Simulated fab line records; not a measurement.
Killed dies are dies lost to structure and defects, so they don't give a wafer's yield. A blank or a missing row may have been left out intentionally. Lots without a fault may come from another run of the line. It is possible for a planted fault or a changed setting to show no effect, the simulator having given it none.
What tool caused it? ; flow gf180mcu ; Sampling: 11 lots, 33 wafers, 3 of 602 route steps

WHAT THE GAUGES SHOWED, per wafer
GF_VT_IMPLANT_OVL_MEAS_40. Usual: VT_IMPLANT_03_OVL gives 0.7 nm (standard deviation 1.2).
lot;measured;on;VT_IMPLANT_03_OVL (nm);flag
L405;day 7 13:02;overlay-02;1.7 1.2 0.4;
L406;day 7 21:53;overlay-01;0.0 -0.6 -1.7;
L407;day 8 02:31;overlay-02;0.8 1.5 1.2;
L408;day 8 09:29;overlay-02;2.3 3.7 2.0;
L409;day 8 16:59;overlay-02;0.5 2.5 2.6;
L413;day 9 18:27;overlay-01;-138.5 -139.0 -138.9;OFF
L415;day 10 07:05;overlay-02;-140.6 -137.1 -138.4;OFF
L420;day 11 16:30;overlay-01;-0.9 1.6 3.1;
L421;day 12 00:38;overlay-02;2.4 1.4 0.6;
L422;day 12 06:54;overlay-02;0.8 0.4 0.8;
L424;day 12 22:16;overlay-01;1.3 1.1 -0.1;

GF_V2_THK_MEAS_03. Usual: V2_CVD_02_THK gives 849 nm (standard deviation 11).
lot;measured;on;V2_CVD_02_THK (nm);flag
L405;day 19 07:03;film_metro-04;841 828 860;
L406;day 19 16:01;film_metro-01;833 845 860;
L407;day 20 01:38;film_metro-01;841 875 872;
L408;day 20 16:01;film_metro-02;830 852 847;
L409;day 21 04:44;film_metro-02;832 844 855;
L413;day 22 05:34;film_metro-01;839 856 852;
L415;day 22 22:28;film_metro-01;845 866 851;
L420;day 24 15:37;film_metro-01;852 856 864;
L421;day 25 03:53;film_metro-01;849 830 842;
L422;day 25 07:47;film_metro-01;843 842 844;
L424;day 26 06:53;film_metro-04;853 854 851;

EACH LOT AND THE TOOL THAT RAN IT (in order: tool; ch and the chambers of the sampled wafers; start)
lot;GF_VT_IMPLANT_EXPOSE_37
L405;iline_stepper-02 ch 0, day 7 05:19
L406;iline_stepper-02 ch 0, day 7 14:19
L407;iline_stepper-02 ch 0, day 7 18:43
L408;iline_stepper-02 ch 0, day 8 01:18
L409;iline_stepper-02 ch 0, day 8 08:35
L413;iline_stepper-01 ch 0, day 9 09:49
L415;iline_stepper-01 ch 0, day 9 22:18
L420;iline_stepper-02 ch 0, day 11 07:18
L421;iline_stepper-02 ch 0, day 11 14:56
L422;iline_stepper-02 ch 0, day 11 21:43
L424;iline_stepper-02 ch 0, day 12 12:17
- GF_VT_IMPLANT_EXPOSE_37: exposes mask Nwell HV AREA, target cd 860 nm.

WHAT THE TOOLS THEMSELVES READ (means of the sampled wafers that have a number; where no wafer has one, the mark that the record gives instead)
The record holds no such reading with a usual standard deviation.

THE ANSWER, worked out from the rows above alone
Rule: a lot counts as off when the mean over its wafers that have a number is more than 3 standard deviations away from the usual mean. A lot without any number at a reading at which 4 lots or more have one is off too. Where the step has rows for the other lots, those lots are counted as sound. After the gauges, taken in route order, come the tools' own readings; for these a lot's mean is taken, as printed above. The first step at which some lot is off is used, and at that step the reading that is off furthest; a lot without a number counts as furthest.
Off: L413, L415, at GF_VT_IMPLANT_OVL_MEAS_40 (VT_IMPLANT_03_OVL).
If a tool, at a process step before that reading, ran all the lots that are off and no sound lot after the first of them, it fits. The gauges at GF_VT_IMPLANT_OVL_MEAS_40 are tried like those tools. One fits: GF_VT_IMPLANT_EXPOSE_37 on iline_stepper-01. It ran no sound lot before its first lot that is off in this sample, so the start can't be narrowed down.

WHAT THE SIMULATOR HAD PUT IN
Scanner matching overlay: iline_stepper-01, from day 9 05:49 on, at GF_VT_IMPLANT_EXPOSE_37. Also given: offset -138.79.
Shown lots that were struck: L413, L415. The rule above found the same.
